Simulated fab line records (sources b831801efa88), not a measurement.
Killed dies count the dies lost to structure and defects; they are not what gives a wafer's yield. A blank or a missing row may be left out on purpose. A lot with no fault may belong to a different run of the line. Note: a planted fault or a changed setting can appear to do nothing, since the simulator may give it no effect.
A lot that was struck, set against a sound lot ; flow sky130 ; 16 out of 708 route steps
Sound: the wafers L625.2, L625.3, L625.5. The struck wafers were L641.2, L641.4, L641.5. Last of all comes the cause.
Per side, at each step with rows, come the tool, then ch with its chambers, and then its first start. Under that, the readings that differ: sound wafers ; struck wafers ; difference of the means ; sigmas: that difference in standard deviations of wafers without a fault.
alike: words and numbers the same on both sides, and readings whose means are apart by under 2 such deviations; not compared: readings that were withheld, readings missing a value for some wafer, numbers with overlapping values and no deviation given by the record, and bounds like >300 which may hide the same value.
A row with sigmas, a row that says differs or no value, or rows on one side alone: a step with any of these is where the two part. Numbers that don't overlap but have no deviation are shown without sigmas and don't part them. A reading missing from all wafers of one side parts the sides only when that side holds two or more wafers.

first, 4 steps without rows for these wafers: SKY_FIELD_ISO_WET_ETCH_29 (etches Si3N4 in H3PO4, target depth 160 nm, time 1825 s); SKY_FIELD_ISO_WET_ETCH_30 (etches SiO2 in dHF, target depth 25 nm, time 50 s); SKY_NWELL_CLEAN_00 (cleans in SC1/SC2, time 150 s); SKY_NWELL_OXIDATION_01 (stabilise 600 s, purge 300 s, target thk 10 nm).
SKY_NWELL_THK_MEAS_02:
  sound on filmMetro-03 at day 2 20:25; struck on filmMetro-02 at day 6 07:25
  alike: NWELL_OXIDATION_THK
then, 7 steps without rows for these wafers: SKY_DNWELL_DEHYDRATE_00 (time 60 s); SKY_DNWELL_HMDS_01 (prime time 60 s); SKY_DNWELL_COAT_02 (resist thk 3000 nm); SKY_DNWELL_SOFTBAKE_03; SKY_DNWELL_EXPOSE_04 (exposes mask DNM, target cd 3000 nm); SKY_DNWELL_PEB_05; SKY_DNWELL_DEVELOP_06 (develop time 60 s).
SKY_DNWELL_IMPLANT_07:
  sound on implanter-02 ch 0, day 3 12:50; struck on implanter-01 ch 0, day 7 03:59
SKY_DNWELL_STRIP_08: strips in O2/N2.
  sound on plasmaAsher-04 ch 0,1, day 3 12:58; struck on plasmaAsher-02 ch 0,1, day 7 04:07
reading;sound;struck;difference;sigmas
drypumpMotorCurrentA (A);6.0 6.4 6.3;5.2 5.2 5.2;-1.0;-2
  alike: oesProductAu, stripTimeToEndpointS
  not compared: rfHoursCounterH
SKY_DNWELL_TW_MEAS_09:
  sound on filmMetro-01 at day 3 13:04; struck on filmMetro-02 at day 7 04:27
reading;sound;struck;difference;sigmas
DNWELL_TW;1087 1085 1088;1167 1171 1164;+81;+6
  not compared: hold
-- the record jumps here: 43 days lie between the struck wafers' starts before and after (it left off in module DNWELL and takes up again in module PAD_OPEN, whose first step shown is number 708 of the route) --
SKY_PAD_OPEN_PROBE_99:
  sound on prober-02 at day 47 15:16; struck on prober-02 at day 50 13:58
reading;sound;struck;difference;sigmas
model.etest.resDeepNwell.rsOhmSq;2182 2188 2181;1956 1949 1962;-228;
model.etest.resDeepNwell.lineOhmUm;727.1 734.6 730.6;650.1 651.7 651.3;-79.7;
  alike: killed_at_M0_to_M3, killed_at_M4_up, killedAtContacts, killedAtFrontEnd, killedAtOther, killedDies, killedOpen, killedShort

## WHERE THEY PART
Earliest at SKY_DNWELL_STRIP_08; latest, in this record, at SKY_DNWELL_TW_MEAS_09. Later steps at which nothing parts them and some readings are alike: SKY_PAD_OPEN_PROBE_99.

WHY: whatever the simulator had introduced
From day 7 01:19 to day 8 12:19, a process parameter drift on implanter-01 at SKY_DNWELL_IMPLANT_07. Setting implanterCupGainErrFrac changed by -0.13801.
